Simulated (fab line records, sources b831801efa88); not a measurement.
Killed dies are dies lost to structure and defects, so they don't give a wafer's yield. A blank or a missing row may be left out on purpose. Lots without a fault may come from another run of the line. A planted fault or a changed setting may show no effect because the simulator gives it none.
fab line records | flow sky130
record lots=10 wafers=30 last_day=50
route steps=708 shown METAL2@483 METAL3@533 PAD_OPEN@708
lots that met no fault: from a run of the same line without faults
start_h: hours from the record's first day to the start of the lot's first wafer shown | wait_h: hours since the lot's step before | " the same as in the row above | L1.1+2: a row that stands for several wafers | - no value, or no start given | * or withheld: withheld | < > ~ a bound
route shown NAME@n: a module of which the file shows steps, and the number in the route of the first | usual: mean/standard deviation of fault-free wafers | same: alike in all rows | chamber/n: place in a boat | sites: the reading at each site | _std_site: their standard deviation | _edge_site: outer sites' mean less inner sites' | radius_mm: how far each site lies from the wafer's centre | mask NAME#n: copy n | behind: the tool/chamber that last shaped the wafer | hold: why the lot was held/for how many hours/how that ended | device: the transistor (n, p or np) that didn't switch | end of line: the same wafers' tests at the end of the route | a step without rows: its recipe alone | killed: dies lost to structure and defects at the first sort, not the wafer's yield | map: a wafer's dies, x killed, . not, _ none there
set.NAME: the setting as run; set.NAME@STEP: as run at that earlier step | model.NAME: the simulator's own value behind a step, which no gauge read
steps of the route over a sample of lots; a table a step, a row a wafer
services: from which hour (start_h, from the record's first day; less than 0 if before it) a tool's chamber was out of use, for how many hours, and why
## steps
# step SKY_METAL2_SPUTTER_00
# recipe material=Ti target_thk_nm=15 power_w=3000 time_s=10 chamber_pressure_pa=0.4
# usual cathode_dc_power_W=3000.0/0.51 chamber_pressure_pa=0.4000/0.00071 throttle_valve_pct=29.6/0.78
# columns lot.wafer tool chamber start_h wait_h cathode_dc_power_W chamber_pressure_pa throttle_valve_pct
L377.2 pvd_sputter-04 - 803.06 0.1 3000.2 0.4001 30.2
L377.4 " - " " 3000.0 0.3998 31.2
L377.5 " - " " 2999.7 0.3999 29.9
L385.1 pvd_sputter-04 - 884.63 0.1 2999.7 0.3994 29.8
L385.2 " - " " 3000.5 0.3997 28.4
L385.5 " - " " 2999.2 0.3988 30.0
L386.2 pvd_sputter-03 - 893.25 0.1 2999.5 0.3999 28.9
L386.4 " - " " 2999.2 0.3990 30.0
L386.6 " - " " 3000.0 0.4000 29.6
L387.3 pvd_sputter-03 - 902.84 0.1 2999.8 0.3996 30.1
L387.4 " - " " 2999.2 0.4011 29.4
L387.5 " - " " 2999.7 0.4009 29.8
L393.3 pvd_sputter-03 - 920.43 0.2 3000.4 0.4006 28.7
L393.5 " - " " 3000.3 0.4014 29.8
L393.6 " - " " 2999.8 0.3999 28.9
L394.1 pvd_sputter-01 - 945.90 0.1 2999.0 0.4003 28.4
L394.3 " - " " 2999.7 0.4004 29.4
L394.6 " - " " 3000.8 0.3972 29.3
L395.1 pvd_sputter-03 - 952.05 0.1 3000.3 0.4000 29.4
L395.3 " - " " 3000.2 0.3999 30.2
L395.4 " - " " 3000.5 0.4003 28.7
L396.1 pvd_sputter-03 - 954.93 0.2 2998.9 0.4003 29.7
L396.3 " - " " 3000.4 0.4004 29.7
L396.6 " - " " 2999.1 0.4009 29.3
L397.1 pvd_sputter-01 - 955.23 0.1 2999.5 0.3994 28.7
L397.3 " - " " 3000.2 0.4001 29.2
L397.5 " - " " 2999.9 0.4005 28.8
L398.1 pvd_sputter-03 - 958.31 0.2 3000.0 0.4005 30.4
L398.3 " - " " 3000.4 0.4004 29.6
L398.5 " - " " 3000.4 0.3993 29.6
# step SKY_METAL3_SPUTTER_01
# recipe material=TiN target_thk_nm=20 power_w=6500 time_s=16.7 chamber_pressure_pa=0.4
# usual cathode_dc_power_W=6499.8/1.4 chamber_pressure_pa=0.4000/0.00083 throttle_valve_pct=29.4/0.81
# columns lot.wafer tool chamber start_h wait_h cathode_dc_power_W chamber_pressure_pa throttle_valve_pct
L377.2 pvd_sputter-01 - 858.66 0.0 6500.4 0.3984 28.7
L377.4 " - " " 6501.3 0.4024 29.5
L377.5 " - " " 6500.3 0.4003 28.9
L385.1 pvd_sputter-02 - 938.15 0.0 6501.5 0.3997 28.3
L385.2 " - " " 6498.6 0.3998 29.5
L385.5 " - " " 6498.7 0.4021 29.8
L386.2 pvd_sputter-02 - 946.32 0.0 6500.6 0.4010 29.0
L386.4 " - " " 6499.1 0.3999 29.4
L386.6 " - " " 6499.7 0.3996 29.9
L387.3 pvd_sputter-02 - 955.86 0.0 6498.6 0.3989 30.0
L387.4 " - " " 6500.5 0.4009 29.9
L387.5 " - " " 6500.4 0.3998 30.1
L393.3 pvd_sputter-01 - 972.96 0.0 6498.9 0.3998 28.9
L393.5 " - " " 6499.9 0.3995 29.6
L393.6 " - " " 6500.9 0.3995 28.6
L394.1 pvd_sputter-02 - 996.04 0.0 6497.7 0.4003 29.7
L394.3 " - " " 6500.7 0.3994 28.2
L394.6 " - " " 6501.8 0.4003 28.2
L395.1 pvd_sputter-02 - 1002.01 0.0 6502.4 0.3995 28.5
L395.3 " - " " 6501.0 0.4001 29.1
L395.4 " - " " 6499.1 0.4003 29.6
L396.1 pvd_sputter-02 - 1004.26 0.0 6498.5 0.4010 29.4
L396.3 " - " " 6499.7 0.3998 29.8
L396.6 " - " " 6500.6 0.3989 30.0
L397.1 pvd_sputter-01 - 1004.61 0.0 6498.5 0.3996 28.7
L397.3 " - " " 6498.4 0.4006 29.5
L397.5 " - " " 6499.6 0.3999 30.7
L398.1 pvd_sputter-02 - 1009.21 0.0 6501.7 0.3999 28.8
L398.3 " - " " 6499.1 0.4001 28.4
L398.5 " - " " 6499.5 0.4001 28.0
# step SKY_METAL3_SPUTTER_04
# recipe material=TiN target_thk_nm=70 power_w=6500 time_s=58.3 chamber_pressure_pa=0.4
# usual cathode_dc_power_W=6500.1/1.1 chamber_pressure_pa=0.4000/0.00083 throttle_valve_pct=29.4/0.8
# columns lot.wafer tool chamber start_h wait_h cathode_dc_power_W chamber_pressure_pa throttle_valve_pct
L377.2 pvd_sputter-01 - 858.74 0.0 6501.3 0.4007 28.4
L377.4 " - " " 6498.9 0.4003 29.6
L377.5 " - " " 6500.6 0.4005 28.7
L385.1 pvd_sputter-02 - 938.24 0.0 - - -
L385.2 " - " " - - -
L385.5 " - " " - - -
L386.2 pvd_sputter-02 - 946.40 0.0 - - -
L386.4 " - " " - - -
L386.6 " - " " - - -
L387.3 pvd_sputter-02 - 955.94 0.0 6499.9 0.4002 29.8
L387.4 " - " " 6500.0 0.3974 29.3
L387.5 " - " " 6500.9 0.3996 30.0
L393.3 pvd_sputter-01 - 973.04 0.0 6502.1 0.3994 28.8
L393.5 " - " " 6501.0 0.4005 29.4
L393.6 " - " " 6498.7 0.3999 28.4
L394.1 pvd_sputter-02 - 996.12 0.0 6499.8 0.4014 30.0
L394.3 " - " " 6500.4 0.4015 28.2
L394.6 " - " " 6498.5 0.4011 28.3
L395.1 pvd_sputter-02 - 1002.10 0.0 6500.4 0.3993 28.1
L395.3 " - " " 6500.8 0.4019 28.9
L395.4 " - " " 6501.1 0.3994 29.6
L396.1 pvd_sputter-02 - 1004.35 0.0 6500.3 0.4002 29.7
L396.3 " - " " 6502.5 0.3993 30.0
L396.6 " - " " 6500.3 0.4005 30.0
L397.1 pvd_sputter-01 - 1004.69 0.0 6499.1 0.4000 28.6
L397.3 " - " " 6502.1 0.4003 29.4
L397.5 " - " " 6500.4 0.4009 30.8
L398.1 pvd_sputter-02 - 1009.29 0.0 6499.6 0.4006 29.0
L398.3 " - " " 6496.8 0.3990 28.2
L398.5 " - " " 6501.0 0.4000 28.7
# step SKY_METAL3_OVL_MEAS_14
# usual METAL3_OVL=-3/5.4
# columns lot.wafer tool chamber start_h wait_h METAL3_OVL[nm]
L377.2 overlay-01 - 910.38 0.1 0
L377.4 " - " " -4
L377.5 " - " " 1
L385.1 overlay-02 - 986.09 0.1 -12
L385.2 " - " " -12
L385.5 " - " " -9
L386.2 overlay-01 - 994.15 0.1 -3
L386.4 " - " " -1
L386.6 " - " " -6
L387.3 overlay-02 - 1003.79 0.1 6
L387.4 " - " " 5
L387.5 " - " " -4
L393.3 overlay-02 - 1021.48 0.1 -5
L393.5 " - " " -4
L393.6 " - " " -11
L394.1 overlay-02 - 1042.18 0.1 -3
L394.3 " - " " -5
L394.6 " - " " -12
L395.1 overlay-02 - 1047.73 0.1 4
L395.3 " - " " 6
L395.4 " - " " 4
L396.1 overlay-01 - 1049.44 0.1 0
L396.3 " - " " -2
L396.6 " - " " 9
L397.1 overlay-02 - 1049.79 0.1 -4
L397.3 " - " " -3
L397.5 " - " " -5
L398.1 overlay-01 - 1055.13 0.1 -6
L398.3 " - " " -5
L398.5 " - " " -4
# step SKY_METAL3_METAL_ETCH_18
# recipe target_depth_a=8450 stop_on=SiO2 over_etch_frac=0.3 time_s=183.1 chemistry=Cl2/BCl3 resist_sidewall_deg=88 pressure_mtorr=10 icp_w=900 bias_w=48.5 Cl2_flow_sccm=60 bcl3_flow_sccm=30
# usual chamber_pressure_mTorr=10.000/0.0098 drypump_motor_current_A=6.0/0.34 he_backside_leak_sccm=3.33/0.16 mfc_cl2_sccm=60.03/0.16 oes_product_au=0.867/0.0064 throttle_valve_pct=22.265/0.0097
# columns lot.wafer tool chamber start_h wait_h chamber_pressure_mTorr drypump_motor_current_A he_backside_leak_sccm mfc_cl2_sccm oes_product_au rf_hours_counter_h throttle_valve_pct
L377.2 rie_metal-03 0 910.56 0.0 9.989 6.0 3.48 60.18 0.868 9 22.269
L377.4 " 1 " " 9.998 6.3 3.24 60.12 0.869 - 22.269
L377.5 " 1 " " 9.990 6.3 3.24 60.06 0.864 - 22.253
L385.1 rie_metal-01 1 986.28 0.0 10.012 5.5 3.26 60.11 0.822 18 22.259
L385.2 " 0 " " 10.014 6.4 3.37 59.86 0.840 7 22.245
L385.5 " 1 " " 9.991 5.5 3.40 60.25 0.825 - 22.259
L386.2 rie_metal-01 0 994.33 0.0 10.001 6.4 3.34 60.08 0.829 7 22.253
L386.4 " 0 " " 10.017 6.4 3.32 60.16 0.832 - 22.279
L386.6 " 1 " " 9.987 5.5 3.38 60.01 0.820 - 22.264
L387.3 rie_metal-01 1 1004.02 0.1 10.002 5.5 3.24 60.19 0.856 - 22.262
L387.4 " 0 " " 10.004 6.4 3.14 60.25 0.861 - 22.270
L387.5 " 1 " " 10.003 5.5 3.22 59.70 0.858 - 22.256
L393.3 rie_metal-03 1 1021.71 0.1 10.013 6.2 3.34 60.12 0.867 - 22.274
L393.5 " 1 " " 9.992 6.2 3.36 60.10 0.872 - 22.259
L393.6 " 0 " " 9.992 6.0 3.14 59.93 0.869 - 22.269
L394.1 rie_metal-04 0 1042.36 0.0 9.999 5.8 3.65 60.18 0.855 19 22.263
L394.3 " 0 " " 9.995 5.8 3.46 60.16 0.868 - 22.272
L394.6 " 1 " " 9.996 6.1 3.23 59.91 0.865 - 22.265
L395.1 rie_metal-03 1 1048.04 0.0 10.004 6.3 3.12 59.89 0.848 18 22.247
L395.3 " 0 " " 10.000 6.0 3.44 59.96 0.855 - 22.272
L395.4 " 1 " " 9.999 6.3 3.31 60.34 0.866 - 22.266
L396.1 rie_metal-04 0 1049.63 0.0 10.020 5.8 3.56 60.12 0.874 19 22.272
L396.3 " 0 " " 10.003 5.8 3.58 60.06 0.868 - 22.257
L396.6 " 0 " " 9.997 5.8 3.59 60.10 0.872 - 22.264
L397.1 rie_metal-01 1 1049.98 0.0 9.980 5.5 3.53 59.78 0.863 22 22.262
L397.3 " 1 " " 9.999 5.5 3.37 59.88 0.861 - 22.264
L397.5 " 0 " " 9.991 6.4 3.17 60.15 0.872 - 22.280
L398.1 rie_metal-01 0 1055.31 0.0 9.991 6.4 3.24 60.41 0.864 11 22.261
L398.3 " 1 " " 9.995 5.5 3.26 60.17 0.862 - 22.262
L398.5 " 1 " " 10.011 5.5 3.18 60.17 0.860 - 22.273
# step SKY_PAD_OPEN_PROBE_99
# usual defect_limited_yield=82.4/1.8 killed_at_M0_to_M3=43/7.8 killed_at_M4_up=3.2/1.7 killed_at_contacts=24/5.2 killed_at_front_end=15/4.5 killed_at_other=0.4/0.65 killed_dies=87/9.1 killed_open=47/7.3 killed_short=40/6.5 sort_bin_3_pad_short=0.9/0.46 sort_bin_5_function=10.4/1.5 sort_bin_6_memory=6.3/1 sort_n_pass=405/9.1 sort_yield_pct=82.4/1.8
# same gross_dies=492 killed_at_back_side=0 sort_bin_4_leakage[%]=0 sort_bin_8_speed[%]=0
# columns lot.wafer tool chamber start_h wait_h defect_limited_yield[%] killed_at_M0_to_M3 killed_at_M4_up killed_at_contacts killed_at_front_end killed_at_other killed_dies killed_open killed_short sort_bin_3_pad_short[%] sort_bin_5_function[%] sort_bin_6_memory[%] sort_n_pass sort_yield_pct[%]
L386.2 prober-02 - 1151.63 0.1 83.1 38 5 27 13 0 83 42 41 0.8 10.0 6.1 409 83.1
L386.4 prober-02 - 1151.73 0.2 85.0 38 3 16 17 0 74 30 44 0.2 9.8 5.1 418 85.0
L386.6 prober-02 - 1151.83 0.2 86.2 37 4 18 8 1 68 36 32 1.2 8.1 4.5 424 86.2
L387.3 prober-01 - 1156.77 0.2 85.4 34 3 23 12 0 72 38 34 0.6 9.1 4.9 420 85.4
L387.4 prober-01 - 1156.82 0.2 81.3 40 1 33 18 0 92 45 46 1.2 11.0 6.5 400 81.3
L387.5 prober-01 - 1156.87 0.2 85.2 35 3 21 14 0 73 41 32 0.2 8.1 6.5 419 85.2
L396.1 prober-02 - 1192.84 0.1 84.6 40 3 21 12 0 76 44 32 1.4 7.5 6.5 416 84.6
L396.3 prober-02 - 1192.94 0.2 83.1 33 3 33 13 1 83 54 28 0.2 9.6 7.1 409 83.1
L396.6 prober-02 - 1193.09 0.2 81.1 31 2 34 26 0 93 55 38 0.2 10.4 8.3 399 81.1
# killed by level:class
L386.2 CONTACT:geometric_particle:open=9 METAL1:geometric_particle:short=6 FIELD_ISO:geometric_particle:short=5 LI_CONTACT:geometric_particle:open=5 VIA2:geometric_particle:open=5 VIA3:geometric_particle:open=5 CONTACT:geometric_particle:short=4 LOCAL_INTERCONNECT:geometric_particle:open=4
L386.4 VIA2:geometric_particle:open=6 METAL1:geometric_particle:short=6 LOCAL_INTERCONNECT:geometric_particle:short=5 CONTACT:geometric_particle:short=5 VIA1:geometric_particle:open=5 VIA1:geometric_particle:short=5 POLY_GATE:geometric_particle:short=4 CONTACT:geometric_particle:open=4
L386.6 METAL2:geometric_particle:short=8 VIA3:geometric_particle:open=7 LI_CONTACT:geometric_particle:open=6 LOCAL_INTERCONNECT:geometric_particle:short=6 VIA2:geometric_particle:open=5 VIA1:geometric_particle:open=5 POLY_GATE:geometric_particle:short=4 POLY_GATE:geometric_particle:open=3
L387.3 LI_CONTACT:geometric_particle:open=9 POLY_GATE:geometric_particle:open=6 VIA3:geometric_particle:open=6 VIA1:geometric_particle:open=6 LOCAL_INTERCONNECT:geometric_particle:short=5 CONTACT:geometric_particle:open=5 METAL1:geometric_particle:short=5 METAL2:geometric_particle:short=4
L387.4 CONTACT:geometric_particle:short=12 CONTACT:geometric_particle:open=9 VIA1:geometric_particle:open=9 POLY_GATE:geometric_particle:open=5 VIA1:geometric_particle:short=5 METAL2:geometric_particle:short=5 VIA3:geometric_particle:open=5 FIELD_ISO:geometric_particle:short=4
L387.5 CONTACT:geometric_particle:open=9 LI_CONTACT:geometric_particle:open=7 VIA1:geometric_particle:open=6 VIA3:geometric_particle:open=6 FIELD_ISO:geometric_particle:short=4 VIA2:geometric_particle:open=4 POLY_GATE:geometric_particle:open=3 CONTACT:geometric_particle:short=3
L396.1 VIA1:geometric_particle:open=12 VIA2:geometric_particle:open=8 CONTACT:geometric_particle:open=7 METAL1:geometric_particle:short=6 LI_CONTACT:geometric_particle:open=5 FIELD_ISO:geometric_particle:short=4 POLY_GATE:geometric_particle:short=3 LI_CONTACT:geometric_particle:short=3
L396.3 CONTACT:geometric_particle:open=11 LI_CONTACT:geometric_particle:open=10 VIA2:geometric_particle:open=9 VIA1:geometric_particle:open=5 VIA3:geometric_particle:open=5 SPACER:geometric_particle:open=4 LOCAL_INTERCONNECT:geometric_particle:short=4 VIA1:geometric_particle:short=4
L396.6 LI_CONTACT:geometric_particle:open=14 VIA1:geometric_particle:open=12 FIELD_ISO:geometric_particle:open=9 LOCAL_INTERCONNECT:geometric_particle:short=6 VIA3:geometric_particle:open=6 FIELD_ISO:geometric_particle:short=5 CONTACT:geometric_particle:open=5 SPACER:geometric_particle:short=4
## services
# columns tool chamber start_h hours kind
pvd_sputter-04 - 789.37 1.3 repair
rie_metal-04 - 791.40 1.5 repair
rie_metal-01 - 807.82 0.4 repair
rie_metal-01 - 810.12 4.3 pm
rie_metal-01 0 814.45 - clean
rie_metal-01 0 814.45 24.6 scheduled_down
rie_metal-01 0 814.45 24.6 vent_cycle
pvd_sputter-02 - 815.49 1.7 repair
rie_metal-01 1 816.83 2.0 repair
pvd_sputter-03 - 841.88 4.9 repair
pvd_sputter-01 - 867.85 1.5 repair
pvd_sputter-01 - 883.75 1.2 repair
pvd_sputter-04 - 907.88 53.0 repair
pvd_sputter-02 - 920.56 5.9 repair
rie_metal-01 - 926.48 0.4 repair
pvd_sputter-04 - 976.82 2.6 repair
pvd_sputter-03 - 982.16 0.9 repair
rie_metal-04 1 1019.34 12.3 repair
pvd_sputter-04 - 1027.30 6.3 repair
rie_metal-04 1 1046.88 4.4 repair
## key
first_sign step=SKY_METAL3_SPUTTER_04 reading=tool_record direction=missing
effect step=SKY_METAL3_METAL_ETCH_18 reading=oes_product_au direction=down sigmas=6.1 usual=0.867 struck=0.828
met_at SKY_METAL3_SPUTTER_04
struck_lots L385,L386
not_acting_at SKY_METAL2_SPUTTER_00,SKY_METAL3_SPUTTER_01,SKY_METAL3_OVL_MEAS_14
fault kind=skipped_step_whole tool=pvd_sputter-02 chamber=- onset_h=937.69 steps=SKY_METAL3_SPUTTER_04 scope=struck_lots_only
